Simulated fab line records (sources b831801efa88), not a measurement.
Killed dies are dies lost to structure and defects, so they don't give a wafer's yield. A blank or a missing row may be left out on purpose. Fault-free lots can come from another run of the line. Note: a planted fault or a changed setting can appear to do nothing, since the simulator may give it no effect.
fab line records	flow sky130
record: lots: 6	wafers: 18	last-day: 50
route steps=708 shown LDD_P@263 LDD_HVN@267 LDD_HVP@278 PAD_OPEN@708
lots untouched by any fault: they come from a run of this same line in which no faults occurred
start-h: hours from the record's opening day to when the first of the lot's shown wafers began	wait-h: hours since the lot's step before	" the same as in the row above	L1.1+2: several wafers, shown together as one row	- no value present, or no start provided	* or withheld: withheld	< > ~ a bound
route shown NAME@n: NAME is a module with steps in the file, n the number in the route of the first one	usual: mean/standard deviation taken from wafers without a fault	same: alike in all rows	chamber/n: place in a boat	sites: per-site readings	_std_site: the values' standard deviation	_edge_site: inner sites' mean taken away from outer sites' mean	radius-mm: for every site, how far away it sits from the centre of the wafer	mask NAME#n: copy n	behind: the most recent tool/chamber to have shaped the wafer	hold: reason for holding the lot/hours on hold/outcome of the hold	device: which transistor (n, p or np) failed to switch	end of line: tests of these same wafers at the route's end	for a step that has no rows: nothing shown but its recipe	killed: dies lost to structure and defects at the first sort, not the wafer's yield	map: the dies of a wafer, with x for killed, . for not killed, _ for no die there
set.NAME: the setting that was run; set.NAME@STEP: the one run at that earlier step	model.NAME: the simulator's own value behind a step, which no gauge read
lots at some steps of the route; a table a step, a row a wafer
services: from which hour (start-h, from the record's first day; less than 0 if before it) a tool's chamber was out of use, for how many hours, and why
== steps ==
step: SKY_LDD_P_OVL_MEAS_08
usual: LDD_P_OVL: 0.1/1.4
lot.wafer	tool	chamber	start-h	wait-h	LDD_P_OVL[nm]
L994.2	overlay-02	-	416.63	0.1	1.0
L994.4	"	-	"	"	-0.1
L994.6	"	-	"	"	0.7
L997.1	overlay-02	-	452.34	0.1	-1.4
L997.4	"	-	"	"	-0.3
L997.5	"	-	"	"	-1.4
L109.1	overlay-02	-	565.34	0.1	-0.6
L109.3	"	-	"	"	2.8
L109.6	"	-	"	"	0.9
L111.1	overlay-02	-	572.28	0.1	2.1
L111.3	"	-	"	"	2.2
L111.6	"	-	"	"	1.6
L114.1	overlay-01	-	622.63	0.1	-1.3
L114.2	"	-	"	"	0.4
L114.6	"	-	"	"	1.2
L117.4	overlay-02	-	647.10	0.1	1.3
L117.5	"	-	"	"	2.5
L117.6	"	-	"	"	1.1
step: SKY_LDD_P_IMPLANT_09
recipe: species: BF2	energy-kev: 25	dose-cm2: 1e+13	tilt-deg: withheld
step: SKY_LDD_P_STRIP_10
recipe: chemistry: O2/N2	power-w: 1400	pressure-mtorr: 1500	platen-temp-c: withheld	o2-flow-sccm: 3000	n2-flow-sccm: 300	overash-fraction: 0.5
usual: drypump-motor-current-A: 5.8/0.46	oes-product-au: 0.716/0.0041	strip-time-to-endpoint-s: 14.18/0.034
lot.wafer	tool	chamber	start-h	wait-h	drypump-motor-current-A	oes-product-au	rf-hours-counter-h	strip-time-to-endpoint-s
L994.2	plasma-asher-02	1	416.81	0.1	6.1	0.708	78	14.20
L994.4	"	1	"	"	6.1	0.717	-	14.22
L994.6	"	0	"	"	5.9	0.711	-	14.18
L997.1	plasma-asher-03	0	452.53	0.1	5.4	0.710	31	14.21
L997.4	"	0	"	"	5.4	0.716	-	14.19
L997.5	"	1	"	"	6.4	0.710	-	14.16
L109.1	plasma-asher-03	0	565.53	0.1	5.4	0.716	41	14.18
L109.3	"	0	"	"	5.4	0.718	-	14.23
L109.6	"	0	"	"	5.4	0.721	-	14.16
L111.1	plasma-asher-03	0	572.47	0.1	5.4	0.719	42	14.22
L111.3	"	1	"	"	6.4	0.717	-	14.23
L111.6	"	0	"	"	5.4	0.725	-	14.19
L114.1	plasma-asher-03	0	622.81	0.1	5.4	0.718	47	14.23
L114.2	"	1	"	"	6.4	0.716	47	14.19
L114.6	"	0	"	"	5.4	0.713	-	14.21
L117.4	plasma-asher-01	1	647.30	0.1	5.2	0.714	-	14.16
L117.5	"	0	"	"	5.1	0.718	-	14.17
L117.6	"	1	"	"	5.2	0.718	-	14.14
step: SKY_LDD_P_TW_MEAS_11
usual: LDD_P_TW: 635/4.9
lot.wafer	tool	chamber	start-h	wait-h	LDD_P_TW
L994.2	film-metro-03	-	416.92	0.1	637
L994.4	"	-	"	"	641
L994.6	"	-	"	"	634
L997.1	film-metro-02	-	452.63	0.1	638
L997.4	"	-	"	"	641
L997.5	"	-	"	"	638
L109.1	film-metro-01	-	565.63	0.1	626
L109.3	"	-	"	"	630
L109.6	"	-	"	"	623
L111.1	film-metro-02	-	572.57	0.1	637
L111.3	"	-	"	"	640
L111.6	"	-	"	"	636
L114.1	film-metro-01	-	622.91	0.1	623
L114.2	"	-	"	"	628
L114.6	"	-	"	"	626
L117.4	film-metro-01	-	647.40	0.1	631
L117.5	"	-	"	"	632
L117.6	"	-	"	"	629
step: SKY_LDD_HVN_DEHYDRATE_00
recipe: temp-c: 200	time-s: 60
step: SKY_LDD_HVN_HMDS_01
recipe: prime-time-s: 60	prime-temp-c: 120
step: SKY_LDD_HVN_COAT_02
recipe: resist: NOVOLAK	spin-rpm: 3000	resist-thk-nm: 300
step: SKY_LDD_HVN_SOFTBAKE_03
recipe: temp-c: 90	time-s: 60	resist: NOVOLAK
step: SKY_LDD_HVN_EXPOSE_04
recipe: mask-id: HVNTM	na: 0.6	source-shape: conventional	sigma-outer: 0.6	polarization: unpolarized	target-cd-nm: 700	dose-mj: 127
step: SKY_LDD_HVN_PEB_05
recipe: temp-c: withheld	time-s: *	resist: NOVOLAK
step: SKY_LDD_HVN_DEVELOP_06
recipe: resist: NOVOLAK	developer: TMAH	develop-time-s: 60	dev-temp-c: 23
step: SKY_LDD_HVN_OVL_MEAS_07
usual: LDD_HVN_OVL: -1.3/1.9
lot.wafer	tool	chamber	start-h	wait-h	LDD_HVN_OVL[nm]
L994.2	overlay-02	-	447.77	0.1	-1.1
L994.4	"	-	"	"	0.7
L994.6	"	-	"	"	0.7
L997.1	overlay-02	-	483.11	0.1	0.3
L997.4	"	-	"	"	-1.1
L997.5	"	-	"	"	-0.4
L109.1	overlay-01	-	594.41	0.1	-0.5
L109.3	"	-	"	"	-1.1
L109.6	"	-	"	"	-1.3
L111.1	overlay-01	-	601.66	0.1	-1.4
L111.3	"	-	"	"	-2.4
L111.6	"	-	"	"	-3.5
L114.1	overlay-02	-	651.26	0.1	-0.8
L114.2	"	-	"	"	0.0
L114.6	"	-	"	"	0.4
L117.4	overlay-01	-	674.08	0.1	-1.8
L117.5	"	-	"	"	-2.9
L117.6	"	-	"	"	-3.8
step: SKY_LDD_HVN_IMPLANT_08
recipe: species: P	energy-kev: 60	dose-cm2: 3e+13	tilt-deg: 40
usual: end-station-pressure-torr: 5.13e-06/2.9e-07
same: implant-ion-amu: 31
lot.wafer	tool	chamber	start-h	wait-h	end-station-pressure-torr
L994.2	implanter-03	0	447.82	0.0	4.71e-06
L994.4	"	0	"	"	4.87e-06
L994.6	"	0	"	"	5.09e-06
L997.1	implanter-01	0	483.15	0.0	5.01e-06
L997.4	"	0	"	"	4.66e-06
L997.5	"	0	"	"	5.27e-06
L109.1	implanter-03	0	594.45	0.0	4.75e-06
L109.3	"	0	"	"	5.15e-06
L109.6	"	0	"	"	5.62e-06
L111.1	implanter-03	0	601.69	0.0	5.13e-06
L111.3	"	0	"	"	4.68e-06
L111.6	"	0	"	"	5.49e-06
L114.1	implanter-04	0	651.29	0.0	5e-06
L114.2	"	0	"	"	4.9e-06
L114.6	"	0	"	"	5.98e-06
L117.4	implanter-01	0	674.17	0.1	5.77e-06
L117.5	"	0	"	"	4.69e-06
L117.6	"	0	"	"	4.48e-06
step: SKY_LDD_HVN_STRIP_09
recipe: chemistry: O2/N2	power-w: 1400	pressure-mtorr: 1500	platen-temp-c: withheld	o2-flow-sccm: 3000	n2-flow-sccm: 300	overash-fraction: 0.5
usual: drypump-motor-current-A: 5.6/0.37	oes-product-au: 0.408/0.0043	strip-time-to-endpoint-s: 4.135/0.011
lot.wafer	tool	chamber	start-h	wait-h	drypump-motor-current-A	oes-product-au	rf-hours-counter-h	strip-time-to-endpoint-s
L994.2	plasma-asher-02	0	447.95	0.1	5.9	0.404	1	4.125
L994.4	"	0	"	"	5.9	0.409	-	4.117
L994.6	"	0	"	"	5.9	0.408	-	4.137
L997.1	plasma-asher-02	0	483.30	0.1	5.9	0.407	5	4.133
L997.4	"	0	"	"	5.9	0.409	-	4.132
L997.5	"	0	"	"	5.8	0.407	-	4.141
L109.1	plasma-asher-01	0	594.60	0.1	5.2	0.409	67	4.115
L109.3	"	0	"	"	5.1	0.409	-	4.126
L109.6	"	0	"	"	5.2	0.408	-	4.146
L111.1	plasma-asher-01	0	601.84	0.1	5.2	0.415	67	4.154
L111.3	"	0	"	"	5.1	0.406	-	4.140
L111.6	"	0	"	"	5.1	0.412	-	4.138
L114.1	plasma-asher-04	1	651.44	0.1	5.9	0.412	103	4.139
L114.2	"	0	"	"	5.6	0.413	103	4.139
L114.6	"	0	"	"	5.6	0.405	-	4.132
L117.4	plasma-asher-01	0	674.28	0.1	5.1	0.408	-	4.132
L117.5	"	1	"	"	5.2	0.404	-	4.152
L117.6	"	0	"	"	5.1	0.401	-	4.121
step: SKY_LDD_HVN_TW_MEAS_10
usual: LDD_HVN_TW: 1435/9.8
lot.wafer	tool	chamber	start-h	wait-h	LDD_HVN_TW
L994.2	film-metro-02	-	448.06	0.1	1448
L994.4	"	-	"	"	1439
L994.6	"	-	"	"	1447
L997.1	film-metro-04	-	483.40	0.1	1446
L997.4	"	-	"	"	1440
L997.5	"	-	"	"	1443
L109.1	film-metro-04	-	594.70	0.1	1387
L109.3	"	-	"	"	1386
L109.6	"	-	"	"	1384
L111.1	film-metro-02	-	601.95	0.1	1382
L111.3	"	-	"	"	1378
L111.6	"	-	"	"	1387
L114.1	film-metro-02	-	651.54	0.1	1429
L114.2	"	-	"	"	1441
L114.6	"	-	"	"	1441
L117.4	film-metro-01	-	674.37	0.1	1419
L117.5	"	-	"	"	1419
L117.6	"	-	"	"	1418
step: SKY_LDD_HVP_DEHYDRATE_00
recipe: temp-c: 200	time-s: 60
step: SKY_PAD_OPEN_PROBE_99
usual: killed_at_M0_to_M3: 43/6.6	killed_at_M4_up: 3.1/1.6	killed-at-contacts: 23/5.6	killed-at-front-end: 15/4.2	killed-at-other: 0.2/0.43	killed-dies: 85/9.3	killed-open: 46/6.6	killed-short: 39/6.2
same: gross-dies: 492	killed-at-back-side: 0
lot.wafer	tool	chamber	start-h	wait-h	killed_at_M0_to_M3	killed_at_M4_up	killed-at-contacts	killed-at-front-end	killed-at-other	killed-dies	killed-open	killed-short	model.etest.tip_n_5v.rs-ohm-sq	model.etest.tip_n_5v.rs-ohm-sq-range	model.etest.tip_n_5v.rs-ohm-sq-rim-less-centre	model.etest.nfet-g5v0d10v5.r-on-ohm-um
L994.2	prober-01	-	1056.71	0.1	41	3	34	15	0	93	51	42	1378	29.95	-16.08	1865
L994.4	prober-01	-	1056.81	0.2	38	3	23	13	1	78	41	37	1379	32.4	-9.445	1841
L994.6	prober-01	-	1056.91	0.2	42	3	23	16	0	84	46	38	1372	18.44	-7.517	1856
L997.1	prober-02	-	1083.33	0.1	39	5	23	22	1	90	53	37	1361	48.74	4.206	1901
L997.4	prober-02	-	1083.48	0.2	48	1	23	19	0	91	63	28	1357	17.12	7.769	1905
L997.5	prober-02	-	1083.53	0.2	45	3	29	21	0	98	56	42	1351	23.55	13.75	1883
L109.1	prober-01	-	1172.93	0.1	48	1	19	18	0	86	49	37	1605	194.1	-89.35	1941
L109.3	prober-01	-	1173.03	0.2	39	5	28	10	1	83	43	40	1607	200.5	-104.4	1901
L109.6	prober-01	-	1173.18	0.2	39	4	15	14	0	72	36	36	1601	217.5	-104.8	1903
L111.1	prober-02	-	1173.15	0.1	47	2	17	19	0	85	45	40	1597	203.1	-94.9	1956
L111.3	prober-02	-	1173.25	0.2	44	4	24	18	0	90	53	37	1604	214.3	-108.4	1928
L111.6	prober-02	-	1173.40	0.2	40	4	26	12	0	82	43	39	1607	193.2	-74.87	1931
L114.1	prober-01	-	1190.07	0.1	27	4	25	21	1	78	38	40	1363	38.19	-7.198	1875
L114.2	prober-01	-	1190.12	0.1	40	3	29	23	0	95	50	45	1365	41.97	-7.677	1848
L114.6	prober-01	-	1190.32	0.2	37	3	20	10	0	70	40	30	1363	42.33	-23.32	1889
L117.4	prober-02	-	1204.54	0.2	30	1	26	19	0	76	46	30	1346	34.71	-0.3532	1892
L117.5	prober-02	-	1204.59	0.2	38	5	16	16	0	75	40	35	1344	36.41	2.674	1881
L117.6	prober-02	-	1204.64	0.2	40	2	13	13	1	69	40	29	1341	37.19	4.776	1898
killed by level:class
L994.2 CONTACT:geometric-particle:open=15 VIA1:geometric-particle:open=8 CONTACT:geometric-particle:short=8 VIA2:geometric-particle:open=7 VIA3:geometric-particle:open=6 FIELD_ISO:geometric-particle:short=5 LOCAL_INTERCONNECT:geometric-particle:short=5 POLY_GATE:geometric-particle:open=4
L994.4 LI_CONTACT:geometric-particle:open=7 CONTACT:geometric-particle:short=6 VIA1:geometric-particle:open=6 VIA3:geometric-particle:open=6 CONTACT:geometric-particle:open=5 METAL2:geometric-particle:short=5 VIA2:geometric-particle:open=5 METAL1:geometric-particle:short=4
L994.6 VIA1:geometric-particle:open=8 VIA2:geometric-particle:open=8 LI_CONTACT:geometric-particle:open=7 CONTACT:geometric-particle:open=6 POLY_GATE:geometric-particle:short=5 METAL1:geometric-particle:short=5 CONTACT:geometric-particle:short=5 VIA1:geometric-particle:short=4
L997.1 CONTACT:geometric-particle:open=11 VIA1:geometric-particle:open=10 FIELD_ISO:geometric-particle:open=7 POLY_CUT:geometric-particle:open=6 METAL1:geometric-particle:short=6 VIA3:geometric-particle:open=6 VIA3:geometric-particle:short=5 VIA2:geometric-particle:open=5
L997.4 VIA2:geometric-particle:open=11 VIA3:geometric-particle:open=10 LI_CONTACT:geometric-particle:open=9 VIA1:geometric-particle:open=8 POLY_GATE:geometric-particle:open=7 CONTACT:geometric-particle:open=7 METAL1:geometric-particle:short=7 VIA2:geometric-particle:short=5
L997.5 LI_CONTACT:geometric-particle:open=10 VIA1:geometric-particle:open=9 CONTACT:geometric-particle:open=8 VIA2:geometric-particle:open=7 FIELD_ISO:geometric-particle:open=6 VIA3:geometric-particle:open=6 METAL1:geometric-particle:short=6 FIELD_ISO:geometric-particle:short=4
L109.1 VIA1:geometric-particle:open=11 VIA3:geometric-particle:open=8 METAL1:geometric-particle:short=7 LI_CONTACT:geometric-particle:open=6 CONTACT:geometric-particle:open=6 FIELD_ISO:geometric-particle:short=4 POLY_GATE:geometric-particle:open=4 METAL3:geometric-particle:short=4
L109.3 CONTACT:geometric-particle:open=10 VIA1:geometric-particle:open=9 LI_CONTACT:geometric-particle:open=6 LOCAL_INTERCONNECT:geometric-particle:short=6 VIA2:geometric-particle:open=6 POLY_GATE:geometric-particle:short=4 VIA3:geometric-particle:open=4 VIA2:geometric-particle:short=4
L111.1 VIA1:geometric-particle:open=12 VIA1:geometric-particle:short=8 FIELD_ISO:geometric-particle:short=5 CONTACT:geometric-particle:open=5 METAL1:geometric-particle:short=5 VIA2:geometric-particle:open=5 FIELD_ISO:geometric-particle:open=4 LOCAL_INTERCONNECT:geometric-particle:short=4
L109.6 VIA1:geometric-particle:open=8 METAL2:geometric-particle:short=7 VIA1:geometric-particle:short=6 FIELD_ISO:geometric-particle:open=5 SPACER:geometric-particle:short=4 LI_CONTACT:geometric-particle:open=4 LOCAL_INTERCONNECT:geometric-particle:short=4 METAL2:geometric-particle:open=4
L111.3 LI_CONTACT:geometric-particle:open=11 VIA1:geometric-particle:open=10 VIA2:geometric-particle:open=10 CONTACT:geometric-particle:open=7 VIA1:geometric-particle:short=6 FIELD_ISO:geometric-particle:open=5 FIELD_ISO:geometric-particle:short=4 LOCAL_INTERCONNECT:geometric-particle:short=4
L111.6 VIA1:geometric-particle:open=14 CONTACT:geometric-particle:open=8 VIA3:geometric-particle:open=8 LOCAL_INTERCONNECT:geometric-particle:short=7 LI_CONTACT:geometric-particle:open=5 FIELD_ISO:geometric-particle:short=4 CONTACT:geometric-particle:short=4 METAL3:geometric-particle:short=4
L114.1 FIELD_ISO:geometric-particle:short=7 CONTACT:geometric-particle:open=7 LI_CONTACT:geometric-particle:open=6 LOCAL_INTERCONNECT:geometric-particle:short=6 POLY_GATE:geometric-particle:open=4 CONTACT:geometric-particle:short=4 VIA2:geometric-particle:open=4 METAL3:geometric-particle:open=4
L114.2 CONTACT:geometric-particle:open=11 VIA1:geometric-particle:open=9 METAL2:geometric-particle:short=8 FIELD_ISO:geometric-particle:open=7 FIELD_ISO:geometric-particle:short=6 LI_CONTACT:geometric-particle:open=6 POLY_GATE:geometric-particle:open=6 CONTACT:geometric-particle:short=6
L114.6 VIA1:geometric-particle:open=9 CONTACT:geometric-particle:open=8 VIA1:geometric-particle:short=5 METAL3:geometric-particle:short=5 VIA3:geometric-particle:open=4 LI_CONTACT:geometric-particle:open=4 CONTACT:geometric-particle:short=4 POLY_GATE:geometric-particle:open=3
L117.4 VIA1:geometric-particle:open=9 CONTACT:geometric-particle:open=7 CONTACT:geometric-particle:short=6 VIA2:geometric-particle:open=6 POLY_GATE:geometric-particle:short=5 FIELD_ISO:geometric-particle:open=4 FIELD_ISO:geometric-particle:short=4 LI_CONTACT:geometric-particle:open=4
L117.5 METAL2:geometric-particle:short=10 VIA1:geometric-particle:open=9 VIA3:geometric-particle:open=8 POLY_GATE:geometric-particle:short=6 METAL1:geometric-particle:short=5 CONTACT:geometric-particle:open=5 FIELD_ISO:geometric-particle:open=4 LI_CONTACT:geometric-particle:open=4
L117.6 VIA1:geometric-particle:open=16 VIA1:geometric-particle:short=6 POLY_GATE:geometric-particle:short=5 VIA2:geometric-particle:open=5 METAL1:geometric-particle:short=4 LI_CONTACT:geometric-particle:open=3 CONTACT:geometric-particle:open=3 METAL2:geometric-particle:short=3
== services ==
tool	chamber	start-h	hours	kind
plasma-asher-03	-	412.14	1.6	repair
implanter-03	-	417.66	2.1	repair
plasma-asher-02	-	421.27	9.0	pm
plasma-asher-02	0	421.27	9.0	vent-cycle
plasma-asher-02	1	421.27	9.0	vent-cycle
plasma-asher-02	0	430.27	-	clean
plasma-asher-02	1	430.27	-	clean
plasma-asher-02	-	444.39	0.4	repair
plasma-asher-01	-	452.35	1.1	repair
plasma-asher-03	-	480.24	14.7	repair
plasma-asher-01	-	487.71	1.3	repair
implanter-01	-	498.74	3.4	repair
plasma-asher-03	-	506.24	0.6	repair
implanter-03	-	513.12	3.7	pm
implanter-03	-	531.44	6.9	repair
implanter-04	-	579.69	4.3	repair
implanter-01	-	622.93	3.5	pm
implanter-01	-	629.99	1.0	repair
implanter-01	-	645.76	4.9	repair
plasma-asher-01	-	653.20	4.3	repair
implanter-04	-	655.76	3.0	repair
plasma-asher-03	-	662.69	1.1	repair
== key ==
first-sign: step: SKY_LDD_HVN_TW_MEAS_10	reading: LDD_HVN_TW	direction: down	sigmas: 5.2	usual: 1435	struck: 1384
effect none on later readings
model-effect: step: SKY_PAD_OPEN_PROBE_99	value: etest.tip_n_5v.rs-ohm-sq	without: 1388	struck: 1604
met-at SKY_LDD_HVN_IMPLANT_08
struck-wafers L109.1,L109.3,L109.6,L111.1,L111.3,L111.6
tester-left-out L109,L111
onset-between 447.82 594.45
fault: kind: process-parameter-drift	tool: implanter-03	chamber: -	onset-h: 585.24	steps: SKY_LDD_HVN_IMPLANT_08	channel: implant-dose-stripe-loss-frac	offset: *	shape: step	end-h: 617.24
tester-left-out: of these lots the tester's yield and bins aren't shown, on N5 and GAA mostly nor the transistor test; their killed dies are dies lost to structure and defects alone, not to doping, threshold or leakage, so they don't give the yield
